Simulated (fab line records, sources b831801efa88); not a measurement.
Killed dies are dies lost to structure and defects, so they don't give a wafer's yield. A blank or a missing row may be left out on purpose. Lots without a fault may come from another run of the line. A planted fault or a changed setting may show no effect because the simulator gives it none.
Which tool did it? | flow sky130 | 14 lots, 42 wafers sampled, at 6 steps of a route of 708

WHAT THE GAUGES READ, wafer by wafer
SKY_VIA2_OVL_MEAS_13. Usual: VIA2_OVL 2 nm, standard deviation 6.3.
lot  | measured     | on         | VIA2_OVL (nm) | flag
L115 | day 36 04:16 | overlay-01 | 0 5 -3        |
L116 | day 36 11:24 | overlay-02 | 2 1 -2        |
L118 | day 37 07:01 | overlay-02 | 7 10 13       |
L119 | day 37 23:34 | overlay-01 | -4 -5 -8      |
L122 | day 38 09:50 | overlay-01 | 1 -8 -4       |
L123 | day 38 18:25 | overlay-02 | 6 1 13        |
L124 | day 38 22:25 | overlay-02 | 4 7 6         |
L125 | day 39 06:01 | overlay-02 | 7 5 3         |
L127 | day 39 20:11 | overlay-02 | 11 2 -2       |
L128 | day 40 01:40 | overlay-01 | -3 -1 -4      |
L129 | day 40 12:03 | overlay-01 | 7 6 12        |
L130 | day 40 16:11 | overlay-01 | 2 4 3         |
L135 | day 42 07:50 | overlay-01 | -7 -11 -13    |
L138 | day 43 04:01 | overlay-02 | -7 -11 -1     |

SKY_CAPM_RS_MEAS_03: measures by four-point-probe. Usual: CAPM_TIN_RS 6.90 ohm/sq, standard deviation 0.083.
lot  | measured     | on            | CAPM_TIN_RS (ohm/sq) | flag
L115 | day 36 06:09 | film_metro-04 | 6.98 6.99 6.94       |
L116 | day 36 13:20 | film_metro-01 | 6.95 6.93 6.85       |
L118 | day 37 08:46 | film_metro-04 | 6.99 6.90 6.99       |
L119 | day 38 01:23 | film_metro-02 | 6.82 6.99 6.90       |
L122 | day 38 11:40 | film_metro-01 | 7.00 6.95 7.05       |
L123 | day 38 20:17 | film_metro-01 | 6.99 6.98 6.98       |
L124 | day 39 00:10 | film_metro-04 | 6.92 6.86 6.94       |
L125 | day 39 07:46 | film_metro-01 | 6.90 6.96 6.89       |
L127 | day 39 21:59 | film_metro-04 | 6.94 6.94 6.91       |
L128 | day 40 03:26 | film_metro-01 | 6.80 6.82 6.76       |
L129 | day 40 14:22 | film_metro-01 | - - -                | OFF
L130 | day 40 17:57 | film_metro-02 | - - -                | OFF
L135 | day 42 09:36 | film_metro-01 | 6.87 6.88 6.88       |
L138 | day 43 05:48 | film_metro-04 | 6.74 6.83 6.80       |

SKY_CAPM_THK_MEAS_04: measures by xrf. Usual: CAPM_TIN_THK 197.3 nm, standard deviation 2.4.
lot  | measured     | on            | CAPM_TIN_THK (nm) | flag
L115 | day 36 06:16 | film_metro-04 | 194.3 194.0 195.0 |
L116 | day 36 13:26 | film_metro-01 | 195.7 196.1 199.5 |
L118 | day 37 08:53 | film_metro-04 | 194.1 196.2 193.0 |
L119 | day 38 01:30 | film_metro-02 | 199.6 194.6 196.7 |
L122 | day 38 11:46 | film_metro-01 | 195.1 195.6 193.2 |
L123 | day 38 20:23 | film_metro-01 | 195.2 195.3 195.5 |
L124 | day 39 00:17 | film_metro-04 | 197.0 199.9 196.0 |
L125 | day 39 07:53 | film_metro-01 | 197.6 196.0 198.2 |
L127 | day 39 22:06 | film_metro-04 | 196.5 196.4 198.9 |
L128 | day 40 03:33 | film_metro-01 | 200.0 199.8 201.6 |
L129 | day 40 14:27 | film_metro-01 | <0.0 <0.0 <0.0    | OFF
L130 | day 40 18:04 | film_metro-02 | <0.0 <0.0 <0.0    | OFF
L135 | day 42 09:43 | film_metro-01 | 198.4 197.8 198.5 |
L138 | day 43 05:55 | film_metro-04 | 201.7 198.5 199.1 |

WHICH TOOL RAN EACH LOT (tool, then ch and the chambers of the sampled wafers, then the start)
lot  | SKY_VIA2_ETCH_14                   | SKY_VIA2_CVD_21               | SKY_CAPM_SPUTTER_02
L115 | rie_diel-01 ch 1,2, day 36 04:18   | cvd_w-01 ch 0, day 36 05:04   | pvd_sputter-02, day 36 06:03
L116 | rie_diel-01 ch 0,3, day 36 11:26   | cvd_w-01 ch 0, day 36 12:16   | pvd_sputter-02, day 36 13:12
L118 | rie_diel-03 ch 1,2,3, day 37 07:03 | cvd_w-02 ch 0,1, day 37 07:49 | pvd_sputter-02, day 37 08:40
L119 | rie_diel-01 ch 0,1,3, day 37 23:36 | cvd_w-02 ch 0,1, day 38 00:26 | pvd_sputter-01, day 38 01:16
L122 | rie_diel-04 ch 0,2,3, day 38 09:52 | cvd_w-02 ch 0,1, day 38 10:40 | pvd_sputter-02, day 38 11:32
L123 | rie_diel-01 ch 0,1,2, day 38 18:27 | cvd_w-01 ch 0,1, day 38 19:13 | pvd_sputter-02, day 38 20:09
L124 | rie_diel-04 ch 1,2, day 38 22:27   | cvd_w-01 ch 0,1, day 38 23:13 | pvd_sputter-02, day 39 00:04
L125 | rie_diel-03 ch 0,1,2, day 39 06:03 | cvd_w-01 ch 0,1, day 39 06:49 | pvd_sputter-02, day 39 07:40
L127 | rie_diel-04 ch 1,2,3, day 39 20:13 | cvd_w-02 ch 0,1, day 39 21:01 | pvd_sputter-02, day 39 21:52
L128 | rie_diel-04 ch 1,3, day 40 01:42   | cvd_w-01 ch 0,1, day 40 02:28 | pvd_sputter-01, day 40 03:19
L129 | rie_diel-04 ch 1,2, day 40 12:04   | cvd_w-01 ch 0,1, day 40 13:23 | pvd_sputter-03, day 40 14:11
L130 | rie_diel-04 ch 1,3, day 40 16:13   | cvd_w-01 ch 1, day 40 16:59   | pvd_sputter-03, day 40 17:50
L135 | rie_diel-03 ch 2,3, day 42 07:52   | cvd_w-01 ch 0,1, day 42 08:38 | pvd_sputter-02, day 42 09:29
L138 | rie_diel-04 ch 0,1,2, day 43 04:03 | cvd_w-01 ch 1, day 43 04:49   | pvd_sputter-03, day 43 05:40
- SKY_VIA2_ETCH_14: etches BARC in N2/H2, stops on SiO2, time 45.9 s, target depth 60 nm.
- SKY_VIA2_CVD_21: deposits W, target thk 420 nm, time 126.4 s.
- SKY_CAPM_SPUTTER_02: material TiN, target thk 200 nm, time 166.7 s.

WHAT THE TOOLS THEMSELVES READ (means of the sampled wafers that have a number; where no wafer has one, the mark that the record gives instead)
SKY_VIA2_ETCH_14. Usual: chamber_pressure_mTorr 30.001 mTorr, standard deviation 0.028; drypump_motor_current_A 5.6 A, standard deviation 0.55; oes_product_au 0.854 a.u., standard deviation 0.0042; rf_fwd_power_W 494.5 W, standard deviation 2; throttle_valve_pct 13.224 %, standard deviation 0.0093.
lot  | tool        | chamber_pressure_mTorr (mTorr) | drypump_motor_current_A (A) | oes_product_au (a.u.) | rf_fwd_power_W (W) | throttle_valve_pct (%) | flag
L115 | rie_diel-01 | 29.982                         | 5.3                         | 0.852                 | 494.6              | 13.226                 |
L116 | rie_diel-01 | 29.999                         | 6.3                         | 0.851                 | 494.3              | 13.231                 |
L118 | rie_diel-03 | 29.977                         | 5.8                         | 0.854                 | 494.0              | 13.223                 |
L119 | rie_diel-01 | 29.982                         | 5.9                         | 0.857                 | 494.6              | 13.210                 |
L122 | rie_diel-04 | 30.019                         | 5.5                         | 0.854                 | 494.1              | 13.231                 |
L123 | rie_diel-01 | 30.002                         | 5.5                         | 0.851                 | 495.7              | 13.219                 |
L124 | rie_diel-04 | 30.003                         | 5.3                         | 0.857                 | 493.9              | 13.227                 |
L125 | rie_diel-03 | 29.991                         | 5.7                         | 0.855                 | 495.6              | 13.228                 |
L127 | rie_diel-04 | 30.010                         | 5.4                         | 0.850                 | 494.9              | 13.222                 |
L128 | rie_diel-04 | 29.981                         | 4.9                         | 0.852                 | 495.4              | 13.231                 |
L129 | rie_diel-04 | 29.993                         | 5.3                         | 0.852                 | 494.0              | 13.218                 |
L130 | rie_diel-04 | 29.988                         | 5.0                         | 0.853                 | 493.2              | 13.218                 |
L135 | rie_diel-03 | 29.997                         | 6.3                         | 0.853                 | 493.5              | 13.225                 |
L138 | rie_diel-04 | 30.020                         | 5.5                         | 0.857                 | 496.1              | 13.222                 |

SKY_VIA2_CVD_21. Usual: heater_power_w 787 W, standard deviation 100; susceptor_temp_C 399.96 C, standard deviation 0.23.
lot  | tool     | heater_power_w (W) | susceptor_temp_C (C) | flag
L115 | cvd_w-01 | 685                | 400.05               |
L116 | cvd_w-01 | 697                | 399.88               |
L118 | cvd_w-02 | 933                | 399.84               |
L119 | cvd_w-02 | 928                | 399.73               |
L122 | cvd_w-02 | 928                | 399.99               |
L123 | cvd_w-01 | 693                | 399.91               |
L124 | cvd_w-01 | 708                | 399.96               |
L125 | cvd_w-01 | 704                | 399.96               |
L127 | cvd_w-02 | 887                | 400.13               |
L128 | cvd_w-01 | 718                | 400.00               |
L129 | cvd_w-01 | 706                | 399.98               |
L130 | cvd_w-01 | 714                | 399.90               |
L135 | cvd_w-01 | 712                | 399.54               |
L138 | cvd_w-01 | 720                | 399.67               |

SKY_CAPM_SPUTTER_02. Usual: cathode_dc_power_W 6500.0 W, standard deviation 1.2; chamber_pressure_pa 0.4000 Pa, standard deviation 0.00073; susceptor_temp_C 300.00 C, standard deviation 0.19; throttle_valve_pct 30.4 %, standard deviation 0.69.
lot  | tool           | cathode_dc_power_W (W) | chamber_pressure_pa (Pa) | susceptor_temp_C (C) | throttle_valve_pct (%) | flag
L115 | pvd_sputter-02 | 6501.2                 | 0.3996                   | 299.98               | 29.8                   |
L116 | pvd_sputter-02 | 6500.6                 | 0.3995                   | 300.06               | 30.4                   |
L118 | pvd_sputter-02 | 6500.4                 | 0.4002                   | 299.88               | 30.3                   |
L119 | pvd_sputter-01 | 6500.8                 | 0.4001                   | 299.96               | 30.6                   |
L122 | pvd_sputter-02 | 6499.7                 | 0.4000                   | 299.88               | 30.3                   |
L123 | pvd_sputter-02 | 6499.9                 | 0.3999                   | 299.89               | 30.6                   |
L124 | pvd_sputter-02 | 6498.6                 | 0.4003                   | 300.10               | 30.4                   |
L125 | pvd_sputter-02 | 6500.3                 | 0.3999                   | 300.06               | 30.3                   |
L127 | pvd_sputter-02 | 6500.6                 | 0.3995                   | 299.73               | 30.9                   |
L128 | pvd_sputter-01 | 6500.6                 | 0.4005                   | 300.04               | 30.2                   |
L129 | pvd_sputter-03 | -                      | -                        | -                    | -                      | OFF
L130 | pvd_sputter-03 | -                      | -                        | -                    | -                      | OFF
L135 | pvd_sputter-02 | 6500.0                 | 0.3996                   | 300.22               | 29.7                   |
L138 | pvd_sputter-03 | 6500.1                 | 0.4001                   | 299.90               | 30.7                   |

THE ANSWER, worked out from the rows above alone
Rule: a lot is off if the mean of its wafers that have a number lies more than 3 standard deviations from the usual mean. A lot without any number at a reading at which 4 lots or more have one is off too. The other lots that the step has rows for count as sound. The gauges are gone through in route order, then the tools' own readings, and for those a lot's mean is taken as printed above. The first step at which some lot is off is used, and at that step the reading that is off furthest; a lot without a number counts as furthest.
Off: L129, L130, at SKY_CAPM_RS_MEAS_03 (CAPM_TIN_RS). Without a number there: L129, L130.
A tool fits if, at a process step before that reading, it ran every lot that is off, and no sound lot after the first of them. The gauges at SKY_CAPM_RS_MEAS_03 aren't tried: what is off there is off at SKY_CAPM_SPUTTER_02 too, on other tools, and a gauge's error can't cause that. None of those tried fits.

WHAT THE SIMULATOR HAD PUT IN
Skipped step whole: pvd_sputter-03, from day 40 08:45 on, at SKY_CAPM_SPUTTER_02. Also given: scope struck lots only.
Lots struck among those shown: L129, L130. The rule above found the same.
